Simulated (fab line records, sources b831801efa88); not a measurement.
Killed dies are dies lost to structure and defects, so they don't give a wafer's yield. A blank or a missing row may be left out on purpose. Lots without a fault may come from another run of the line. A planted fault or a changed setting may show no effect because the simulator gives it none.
Which tool did it? | flow gf180mcu | 13 lots, 39 wafers sampled, at 2 steps of a route of 602

WHAT THE GAUGES READ, wafer by wafer
GF_V4_THK_MEAS_01. Usual: V4_CVD_00_THK 600 nm, standard deviation 4.7.
lot  | measured     | on            | V4_CVD_00_THK (nm) | flag
L367 | day 23 08:17 | film_metro-04 | 598 600 603        |
L368 | day 23 13:09 | film_metro-03 | 600 597 594        |
L369 | day 24 02:42 | film_metro-04 | 603 604 601        |
L372 | day 25 06:22 | film_metro-02 | 598 597 592        |
L376 | day 26 13:50 | film_metro-02 | 602 605 598        |
L381 | day 28 03:49 | film_metro-04 | 603 604 597        |
L383 | day 28 18:14 | film_metro-02 | 593 592 596        |
L384 | day 28 21:38 | film_metro-04 | 592 598 599        |
L386 | day 29 09:41 | film_metro-03 | 608 600 592        |
L387 | day 29 18:12 | film_metro-03 | 603 596 605        |
L388 | day 30 04:16 | film_metro-03 | 598 607 603        |
L389 | day 30 08:26 | film_metro-02 | 597 605 603        |
L390 | day 30 11:20 | film_metro-03 | 595 603 595        |

WHICH TOOL RAN EACH LOT (tool, then ch and the chambers of the sampled wafers, then the start)
lot  | GF_DUAL_GATE_STRIP_13
L367 | plasma_asher-01 ch 0, day 8 06:28
L368 | plasma_asher-03 ch 0,1, day 8 12:58
L369 | plasma_asher-01 ch 0,1, day 8 23:25
L372 | plasma_asher-02 ch 0,1, day 9 19:04
L376 | plasma_asher-02 ch 0,1, day 10 23:29
L381 | plasma_asher-01 ch 0,1, day 12 10:01
L383 | plasma_asher-03 ch 0,1, day 12 22:08
L384 | plasma_asher-03 ch 0,1, day 13 04:16
L386 | plasma_asher-03 ch 0,1, day 13 20:56
L387 | plasma_asher-01 ch 0,1, day 14 02:07
L388 | plasma_asher-01 ch 0,1, day 14 14:43
L389 | plasma_asher-02 ch 0,1, day 14 18:19
L390 | plasma_asher-03 ch 0,1, day 15 00:22
- GF_DUAL_GATE_STRIP_13: strips in O2/N2.

WHAT THE TOOLS THEMSELVES READ (means of the sampled wafers that have a number; where no wafer has one, the mark that the record gives instead)
GF_DUAL_GATE_STRIP_13. Usual: drypump_motor_current_A 6.32 A, standard deviation 0.27; heater_power_w 347 W, standard deviation 30; oes_product_au 0.716 a.u., standard deviation 0.0048; strip_time_to_endpoint_s 12.66 s, standard deviation 0.037.
lot  | tool            | drypump_motor_current_A (A) | heater_power_w (W) | oes_product_au (a.u.) | strip_time_to_endpoint_s (s) | flag
L367 | plasma_asher-01 | 6.56                        | 354                | 0.718                 | 12.70                        |
L368 | plasma_asher-03 | 6.06                        | 342                | 0.715                 | 12.68                        |
L369 | plasma_asher-01 | 6.53                        | 367                | 0.716                 | 12.67                        |
L372 | plasma_asher-02 | 6.25                        | 336                | 0.744                 | 12.69                        | OFF
L376 | plasma_asher-02 | 6.24                        | 333                | 0.744                 | 12.67                        | OFF
L381 | plasma_asher-01 | 6.53                        | 364                | 0.713                 | 12.62                        |
L383 | plasma_asher-03 | 6.13                        | 318                | 0.713                 | 12.63                        |
L384 | plasma_asher-03 | 6.04                        | 344                | 0.718                 | 12.64                        |
L386 | plasma_asher-03 | 6.04                        | 342                | 0.718                 | 12.63                        |
L387 | plasma_asher-01 | 6.52                        | 370                | 0.718                 | 12.60                        |
L388 | plasma_asher-01 | 6.54                        | 357                | 0.712                 | 12.70                        |
L389 | plasma_asher-02 | 6.26                        | 339                | 0.717                 | 12.67                        |
L390 | plasma_asher-03 | 6.14                        | 320                | 0.718                 | 12.66                        |

THE ANSWER, worked out from the rows above alone
Rule: a lot is off if the mean of its wafers that have a number lies more than 3 standard deviations from the usual mean. A lot without any number at a reading at which 4 lots or more have one is off too. The other lots that the step has rows for count as sound. The gauges are gone through in route order, then the tools' own readings, and for those a lot's mean is taken as printed above. The first step at which some lot is off is used, and at that step the reading that is off furthest; a lot without a number counts as furthest.
Off: L372, L376, at GF_DUAL_GATE_STRIP_13 (oes_product_au).
A tool fits if, at that step or a process step before it, it ran every lot that is off, and no sound lot after the first of them. None of those tried fits.

WHAT THE SIMULATOR HAD PUT IN
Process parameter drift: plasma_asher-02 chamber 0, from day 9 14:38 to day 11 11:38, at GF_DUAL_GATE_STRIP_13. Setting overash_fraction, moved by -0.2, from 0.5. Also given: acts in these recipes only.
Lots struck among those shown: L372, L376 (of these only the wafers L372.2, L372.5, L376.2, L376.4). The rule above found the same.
